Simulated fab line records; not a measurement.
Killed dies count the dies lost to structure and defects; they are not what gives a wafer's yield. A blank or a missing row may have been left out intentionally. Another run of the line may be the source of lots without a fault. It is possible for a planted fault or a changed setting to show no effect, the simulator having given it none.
Which tool did it? :: flow sky130 :: Sampling: 14 lots, 42 wafers, 4 of 708 route steps

WHAT EACH GAUGE READ, for each wafer
SKY_VIA3_CD_MEAS_12 targets a cd of 200 nm.
lot: L523
measured: day 39 10:18
on: cd-sem-02
cd-nm (nm): 201.7 202.1 199.8

lot: L524
measured: day 40 03:02
on: cd-sem-01
cd-nm (nm): 199.7 198.7 200.3

lot: L525
measured: day 40 04:25
on: cd-sem-02
cd-nm (nm): 202.8 202.8 201.0

lot: L527
measured: day 40 20:11
on: cd-sem-02
cd-nm (nm): 201.0 200.8 201.0

lot: L528
measured: day 41 10:23
on: cd-sem-02
cd-nm (nm): 198.8 199.5 198.7

lot: L529
measured: day 41 11:47
on: cd-sem-01
cd-nm (nm): 200.0 200.8 199.5

lot: L530
measured: day 41 17:53
on: cd-sem-02
cd-nm (nm): 198.0 198.8 199.0

lot: L531
measured: day 42 14:50
on: cd-sem-01
cd-nm (nm): 199.7 199.9 200.5

lot: L535
measured: day 43 05:34
on: cd-sem-01
cd-nm (nm): 199.9 200.5 200.6

lot: L536
measured: day 43 10:50
on: cd-sem-01
cd-nm (nm): 200.1 199.9 199.9

lot: L537
measured: day 43 18:13
on: cd-sem-01
cd-nm (nm): 200.9 201.3 201.7

lot: L538
measured: day 44 02:41
on: cd-sem-02
cd-nm (nm): 203.1 201.8 202.7

lot: L542
measured: day 45 00:20
on: cd-sem-01
cd-nm (nm): 199.5 200.3 198.7

lot: L544
measured: day 45 09:11
on: cd-sem-02
cd-nm (nm): 199.4 198.8 200.2

SKY_CAP2M_OVL_MEAS_12.
lot: L523
measured: day 40 13:34
on: overlay-01
CAP2M_OVL (nm): 1.0 0.2 -0.3

lot: L524
measured: day 41 04:42
on: overlay-01
CAP2M_OVL (nm): -0.7 -3.9 -0.9

lot: L525
measured: day 41 06:05
on: overlay-01
CAP2M_OVL (nm): -0.7 1.4 0.5

lot: L527
measured: day 41 21:48
on: overlay-01
CAP2M_OVL (nm): 2.2 1.7 1.6

lot: L528
measured: day 42 11:25
on: overlay-01
CAP2M_OVL (nm): -1.4 -0.2 -0.8

lot: L529
measured: day 42 13:25
on: overlay-02
CAP2M_OVL (nm): -0.3 -2.3 -1.1

lot: L530
measured: day 42 19:49
on: overlay-02
CAP2M_OVL (nm): -0.5 -1.8 -1.8

lot: L531
measured: day 43 15:34
on: overlay-02
CAP2M_OVL (nm): -2.8 -1.8 -2.1

lot: L535
measured: day 44 05:31
on: overlay-01
CAP2M_OVL (nm): -0.4 2.5 1.1

lot: L536
measured: day 44 11:10
on: overlay-02
CAP2M_OVL (nm): -0.9 -3.2 -2.4

lot: L537
measured: day 44 18:07
on: overlay-02
CAP2M_OVL (nm): -1.9 -1.5 -1.6

lot: L538
measured: day 45 02:34
on: overlay-01
CAP2M_OVL (nm): -3.1 -0.7 -2.2

lot: L542
measured: day 45 23:07
on: overlay-01
CAP2M_OVL (nm): 0.6 -0.3 0.6

lot: L544
measured: day 46 07:37
on: overlay-01
CAP2M_OVL (nm): 0.2 0.0 0.2

EACH LOT AND THE TOOL THAT RAN IT (in order: tool; ch and the chambers of the sampled wafers; start)
lot: L523
SKY_FIELD_ISO_COAT_08: litho-track-01 ch 0, day 1 21:00
SKY_CAP2M_SPUTTER_02: pvd-sputter-01, day 39 12:06

lot: L524
SKY_FIELD_ISO_COAT_08: litho-track-01 ch 0, day 2 03:00
SKY_CAP2M_SPUTTER_02: pvd-sputter-03, day 40 04:45

lot: L525
SKY_FIELD_ISO_COAT_08: litho-track-03 ch 0, day 2 06:00
SKY_CAP2M_SPUTTER_02: pvd-sputter-02, day 40 06:11

lot: L527
SKY_FIELD_ISO_COAT_08: litho-track-01 ch 0, day 2 20:00
SKY_CAP2M_SPUTTER_02: pvd-sputter-01, day 40 21:58

lot: L528
SKY_FIELD_ISO_COAT_08: litho-track-01 ch 0, day 3 03:00
SKY_CAP2M_SPUTTER_02: pvd-sputter-03, day 41 12:08

lot: L529
SKY_FIELD_ISO_COAT_08: litho-track-04 ch 0, day 3 05:00
SKY_CAP2M_SPUTTER_02: pvd-sputter-01, day 41 13:46

lot: L530
SKY_FIELD_ISO_COAT_08: litho-track-01 ch 0, day 3 10:00
SKY_CAP2M_SPUTTER_02: pvd-sputter-03, day 41 20:02

lot: L531
SKY_FIELD_ISO_COAT_08: litho-track-03 ch 0, day 3 14:00
SKY_CAP2M_SPUTTER_02: pvd-sputter-02, day 42 16:38

lot: L535
SKY_FIELD_ISO_COAT_08: litho-track-03 ch 0, day 4 09:00
SKY_CAP2M_SPUTTER_02: pvd-sputter-01, day 43 07:22

lot: L536
SKY_FIELD_ISO_COAT_08: litho-track-03 ch 0, day 4 14:00
SKY_CAP2M_SPUTTER_02: pvd-sputter-01, day 43 12:35

lot: L537
SKY_FIELD_ISO_COAT_08: litho-track-04 ch 0, day 4 21:00
SKY_CAP2M_SPUTTER_02: pvd-sputter-02, day 43 19:57

lot: L538
SKY_FIELD_ISO_COAT_08: litho-track-04 ch 0, day 5 02:00
SKY_CAP2M_SPUTTER_02: pvd-sputter-02, day 44 04:24

lot: L542
SKY_FIELD_ISO_COAT_08: litho-track-03 ch 0, day 5 22:00
SKY_CAP2M_SPUTTER_02: pvd-sputter-01, day 45 02:05

lot: L544
SKY_FIELD_ISO_COAT_08: litho-track-03 ch 0, day 6 07:00
SKY_CAP2M_SPUTTER_02: pvd-sputter-02, day 45 10:55
- SKY_FIELD_ISO_COAT_08: resist thk 450 nm.
- SKY_CAP2M_SPUTTER_02: material TiN, target thk 200 nm, time 166.7 s.

WHAT THE TOOLS THEMSELVES READ (means of the sampled wafers that have a number; where no wafer has one, the mark that the record gives instead)
SKY_FIELD_ISO_COAT_08.
lot: L523
tool: litho-track-01
chill-plate-temp-C (C): 23.01
spin-speed-rpm (rpm): 2999.9

lot: L524
tool: litho-track-01
chill-plate-temp-C (C): 23.05
spin-speed-rpm (rpm): 2999.9

lot: L525
tool: litho-track-03
chill-plate-temp-C (C): 23.04
spin-speed-rpm (rpm): 2997.9

lot: L527
tool: litho-track-01
chill-plate-temp-C (C): 22.94
spin-speed-rpm (rpm): 2998.9

lot: L528
tool: litho-track-01
chill-plate-temp-C (C): 23.02
spin-speed-rpm (rpm): 2998.9

lot: L529
tool: litho-track-04
chill-plate-temp-C (C): 23.05
spin-speed-rpm (rpm): 3001.8

lot: L530
tool: litho-track-01
chill-plate-temp-C (C): 22.91
spin-speed-rpm (rpm): 3001.0

lot: L531
tool: litho-track-03
chill-plate-temp-C (C): 22.94
spin-speed-rpm (rpm): 2997.2

lot: L535
tool: litho-track-03
chill-plate-temp-C (C): 23.05
spin-speed-rpm (rpm): 3002.6

lot: L536
tool: litho-track-03
chill-plate-temp-C (C): 22.96
spin-speed-rpm (rpm): 2998.1

lot: L537
tool: litho-track-04
chill-plate-temp-C (C): 23.00
spin-speed-rpm (rpm): 2833.3

lot: L538
tool: litho-track-04
chill-plate-temp-C (C): 23.07
spin-speed-rpm (rpm): 2831.8

lot: L542
tool: litho-track-03
chill-plate-temp-C (C): 23.00
spin-speed-rpm (rpm): 2999.9

lot: L544
tool: litho-track-03
chill-plate-temp-C (C): 23.10
spin-speed-rpm (rpm): 3000.2

SKY_CAP2M_SPUTTER_02.
lot: L523
tool: pvd-sputter-01
throttle-valve-pct (%): 31.2

lot: L524
tool: pvd-sputter-03
throttle-valve-pct (%): 29.8

lot: L525
tool: pvd-sputter-02
throttle-valve-pct (%): 31.2

lot: L527
tool: pvd-sputter-01
throttle-valve-pct (%): 30.4

lot: L528
tool: pvd-sputter-03
throttle-valve-pct (%): 30.5

lot: L529
tool: pvd-sputter-01
throttle-valve-pct (%): 31.3

lot: L530
tool: pvd-sputter-03
throttle-valve-pct (%): 30.3

lot: L531
tool: pvd-sputter-02
throttle-valve-pct (%): 30.6

lot: L535
tool: pvd-sputter-01
throttle-valve-pct (%): 30.5

lot: L536
tool: pvd-sputter-01
throttle-valve-pct (%): 29.0

lot: L537
tool: pvd-sputter-02
throttle-valve-pct (%): 30.6

lot: L538
tool: pvd-sputter-02
throttle-valve-pct (%): 29.9

lot: L542
tool: pvd-sputter-01
throttle-valve-pct (%): 29.5

lot: L544
tool: pvd-sputter-02
throttle-valve-pct (%): 30.9

THE ANSWER, worked out from the rows above alone
Rule: the usual values come from the lots themselves. Put in order of their means at a reading, lots are off if they are a third of the lots or fewer, leave a main group of 4 or more, and stand apart from it by a gap of 3 or more times the standard deviation of the main group's means; of several such gaps the widest counts. Not used: any main group whose means are identical at the precision the tables above print for the reading. Also off: a lot with no number at a reading for which 4 or more lots have one. Where the step has rows for the other lots, those lots are counted as sound. First the gauges in route order, then the tools' own readings, where a lot's mean is used as printed above. The first step at which some lot is off is used, and at that step the reading that is off furthest; a lot without a number counts as furthest.
Off: L537, L538 (SKY_FIELD_ISO_COAT_08, spin-speed-rpm). For the main group the mean is 2999.7 rpm and the standard deviation 1.5.
A tool fits if, at that step or a process step before it, it ran every lot that is off, and no sound lot after the first of them. One fits: litho-track-04 at SKY_FIELD_ISO_COAT_08. A fault onset in the window from L529 (day 3 05:00, its last sound lot) to L537 (day 4 21:00, its first lot off) fits.
The tool's own readings at SKY_FIELD_ISO_COAT_08 bear it out: on the lots that are off they differ by more than 5 times the standard deviation of the sound lots' means. spin-speed-rpm reads 2832.6 rpm there against 2999.7 rpm on the sound lots.

WHAT THE SIMULATOR HAD INSERTED
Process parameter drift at SKY_FIELD_ISO_COAT_08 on litho-track-04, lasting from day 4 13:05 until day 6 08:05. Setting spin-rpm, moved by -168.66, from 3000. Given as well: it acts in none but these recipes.
Shown lots that were struck: L537, L538. The rule above found the same.
